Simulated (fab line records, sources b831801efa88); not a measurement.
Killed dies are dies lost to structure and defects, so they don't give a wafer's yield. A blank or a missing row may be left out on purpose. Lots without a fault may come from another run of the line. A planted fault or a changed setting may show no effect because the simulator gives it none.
A struck lot beside a sound one | flow sky130 | 19 steps out of a route of 708
Sound: wafers L435.1, L435.5, L435.6. Struck: wafers L430.2, L430.4, L430.6. The cause comes at the end.
At each step with rows: each side's tool, then ch and its chambers, then its first start. Under that, the readings that differ: sound wafers | struck wafers | difference of the means | sigmas: that difference in standard deviations of wafers without a fault.
alike: readings whose means differ by less than 2 such deviations, and words and numbers that are the same on both sides. not compared: withheld readings, readings that some wafer has no value for, bounds like >300 that may hide the same value, and numbers for which the record gives no deviation and whose values overlap.
The two part at a step that has a row with sigmas, a row that says differs or no value, or rows on one side only. Numbers that don't overlap but have no deviation are shown without sigmas and don't part them. A reading that every wafer of one side lacks parts them only if that side has two wafers or more.

first, 1 step without rows for these wafers: SKY_RES_XHIGH_IMPLANT_07.
SKY_RES_XHIGH_STRIP_08: strips in O2/N2.
  sound on plasma_asher-01 ch 0,1, day 32 22:20; struck on plasma_asher-01 ch 1, day 31 13:17
  alike: drypump_motor_current_A, oes_product_au, strip_time_to_endpoint_s
  not compared: rf_hours_counter_h
SKY_RES_XHIGH_TW_MEAS_09:
  sound on film_metro-01, day 32 22:26; struck on film_metro-04, day 31 13:24
  alike: RES_XHIGH_TW
then, 7 steps without rows for these wafers: SKY_SD_N_DEHYDRATE_00 (time 60 s); SKY_SD_N_HMDS_01 (prime time 60 s); SKY_SD_N_COAT_02 (resist thk 1140 nm); SKY_SD_N_SOFTBAKE_03 (time 60 s); SKY_SD_N_EXPOSE_04 (exposes mask NSDM, target cd 380 nm); SKY_SD_N_PEB_05; SKY_SD_N_DEVELOP_06 (develop time 60 s).
SKY_SD_N_CD_MEAS_07: target cd 380 nm.
  sound on cd_sem-02, day 34 00:46; struck on cd_sem-01, day 32 17:10
  alike: cd_nm
SKY_SD_N_OVL_MEAS_08:
  sound on overlay-02, day 34 00:53; struck on overlay-02, day 32 17:16
  alike: SD_N_OVL
SKY_SD_N_IMPLANT_09:
  sound on implanter-04 ch 0, day 34 00:55; struck on implanter-02, day 32 17:19
  no value came back on the struck wafers for beam_energy_keV, beam_on_s (s); on the sound wafers beam_energy_keV reads 50.005 50.007 50.015
then, 1 step without rows for these wafers: SKY_SD_N_IMPLANT_10.
SKY_SD_N_STRIP_11: strips in O2/N2.
  sound on plasma_asher-01 ch 0,1, day 34 01:13; struck on plasma_asher-04 ch 1, day 32 17:35
  reading                      | sound             | struck            | difference | sigmas
  oes_product_au (a.u.)        | 0.529 0.527 0.530 | 0.716 0.719 0.714 | +0.188     | +40
  strip_time_to_endpoint_s (s) | 22.55 22.59 22.54 | 14.18 14.20 14.20 | -8.37      | -99 or more
  alike: drypump_motor_current_A
  not compared: rf_hours_counter_h
SKY_SD_N_TW_MEAS_12:
  sound on film_metro-02, day 34 01:19; struck on film_metro-01, day 32 17:42
  reading | sound          | struck         | difference | sigmas
  SD_N_TW | 3943 3968 3944 | 1394 1390 1390 | -2560      | -99 or more
then, 1 step without rows for these wafers: SKY_SD_N_CLEAN_13 (cleans in SC1/SC2, time 150 s).
SKY_SD_N_RTA_14: time 2 s.
  sound on rtp_anneal-02 ch 0, day 34 01:26; struck on rtp_anneal-01 ch 0, day 32 17:49
  alike: lamp_power_pct, wafer_temp_C_max
SKY_SD_N_RS_MEAS_16: measures by four-point-probe.
  sound on film_metro-01, day 34 01:36; struck on film_metro-04, day 32 18:01
  reading          | sound             | struck               | difference | sigmas
  SD_N_RS (ohm/sq) | 68.68 68.64 68.75 | 441.00 440.38 441.27 | +372.19    | +99 or more

WHERE THEY PART
First at SKY_SD_N_IMPLANT_09; last, within this record, at SKY_SD_N_RS_MEAS_16.

WHY: what the simulator had put in
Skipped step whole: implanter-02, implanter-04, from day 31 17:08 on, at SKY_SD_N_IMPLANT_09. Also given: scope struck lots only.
